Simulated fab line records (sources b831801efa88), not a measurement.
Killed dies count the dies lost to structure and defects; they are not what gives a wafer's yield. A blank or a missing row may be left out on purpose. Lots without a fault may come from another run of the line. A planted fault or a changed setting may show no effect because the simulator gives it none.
The tool behind it: which one? :: flow sky130 :: 36 wafers from 12 lots sampled at 3 of the route's 708 steps

## WHAT THE GAUGES SHOWED, per wafer
SKY_VIA3_THK_MEAS_23: measures by xrf.
lot: L075
measured: day 39 19:19
on: film metro-03
VIA3_W_THK (nm): 408 404 407

lot: L077
measured: day 40 17:38
on: film metro-02
VIA3_W_THK (nm): 393 395 391

lot: L079
measured: day 41 01:13
on: film metro-03
VIA3_W_THK (nm): 404 399 402

lot: L081
measured: day 42 16:19
on: film metro-01
VIA3_W_THK (nm): 386 389 392

lot: L083
measured: day 42 16:55
on: film metro-02
VIA3_W_THK (nm): 392 391 387

lot: L085
measured: day 43 00:44
on: film metro-01
VIA3_W_THK (nm): 394 400 389

lot: L087
measured: day 43 22:26
on: film metro-02
VIA3_W_THK (nm): 390 391 386

lot: L089
measured: day 44 04:13
on: film metro-02
VIA3_W_THK (nm): 388 387 389

lot: L091
measured: day 44 12:59
on: film metro-01
VIA3_W_THK (nm): 400 399 403

lot: L093
measured: day 44 22:22
on: film metro-02
VIA3_W_THK (nm): 393 399 389

lot: L095
measured: day 45 14:51
on: film metro-01
VIA3_W_THK (nm): 400 400 397

lot: L097
measured: day 45 22:54
on: film metro-02
VIA3_W_THK (nm): 386 386 385

## WHICH TOOL RAN EACH LOT (tool, then ch and the chambers of the sampled wafers, then the start)
lot: L075
SKY_FIELD_ISO_STRIP_16: plasma asher-02 ch 0,1, day 2 11:01
SKY_VIA3_SPUTTER_20: pvd sputter-03, day 39 19:00

lot: L077
SKY_FIELD_ISO_STRIP_16: plasma asher-02 ch 0,1, day 2 19:37
SKY_VIA3_SPUTTER_20: pvd sputter-04, day 40 17:20

lot: L079
SKY_FIELD_ISO_STRIP_16: plasma asher-03 ch 0,1, day 3 07:27
SKY_VIA3_SPUTTER_20: pvd sputter-04, day 41 00:53

lot: L081
SKY_FIELD_ISO_STRIP_16: plasma asher-03 ch 0,1, day 3 18:14
SKY_VIA3_SPUTTER_20: pvd sputter-04, day 42 16:01

lot: L083
SKY_FIELD_ISO_STRIP_16: plasma asher-03 ch 0,1, day 4 03:07
SKY_VIA3_SPUTTER_20: pvd sputter-03, day 42 16:34

lot: L085
SKY_FIELD_ISO_STRIP_16: plasma asher-04 ch 0,1, day 4 16:04
SKY_VIA3_SPUTTER_20: pvd sputter-02, day 43 00:26

lot: L087
SKY_FIELD_ISO_STRIP_16: plasma asher-04 ch 1, day 5 01:10
SKY_VIA3_SPUTTER_20: pvd sputter-03, day 43 22:08

lot: L089
SKY_FIELD_ISO_STRIP_16: plasma asher-03 ch 0,1, day 5 11:31
SKY_VIA3_SPUTTER_20: pvd sputter-03, day 44 03:54

lot: L091
SKY_FIELD_ISO_STRIP_16: plasma asher-04 ch 0,1, day 5 19:46
SKY_VIA3_SPUTTER_20: pvd sputter-02, day 44 12:41

lot: L093
SKY_FIELD_ISO_STRIP_16: plasma asher-03 ch 0,1, day 6 08:04
SKY_VIA3_SPUTTER_20: pvd sputter-03, day 44 22:03

lot: L095
SKY_FIELD_ISO_STRIP_16: plasma asher-04 ch 0, day 6 17:52
SKY_VIA3_SPUTTER_20: pvd sputter-04, day 45 14:33

lot: L097
SKY_FIELD_ISO_STRIP_16: plasma asher-04 ch 0,1, day 7 05:02
SKY_VIA3_SPUTTER_20: pvd sputter-02, day 45 22:36
- SKY_FIELD_ISO_STRIP_16: strips in O2/N2.
- SKY_VIA3_SPUTTER_20: material TiN, target thk 20 nm, time 80 s.

## THE ANSWER, worked out from the rows above alone
Rule: the usual values come from the lots themselves. Put in order of their means at a reading, lots are off if they are a third of the lots or fewer, leave a main group of 4 or more, and stand apart from it by a gap of 3 or more times the standard deviation of the main group's means; of several such gaps the widest counts. If all means in a main group match to the digits the tables above print for the reading, that group is not used. Also off: a lot with no number at a reading for which 4 or more lots have one. Any other lot the step has rows for is counted as sound.
Across all readings shown, no lot is off: no conclusion can be drawn from this.

## WHAT WAS PUT IN BY THE SIMULATOR
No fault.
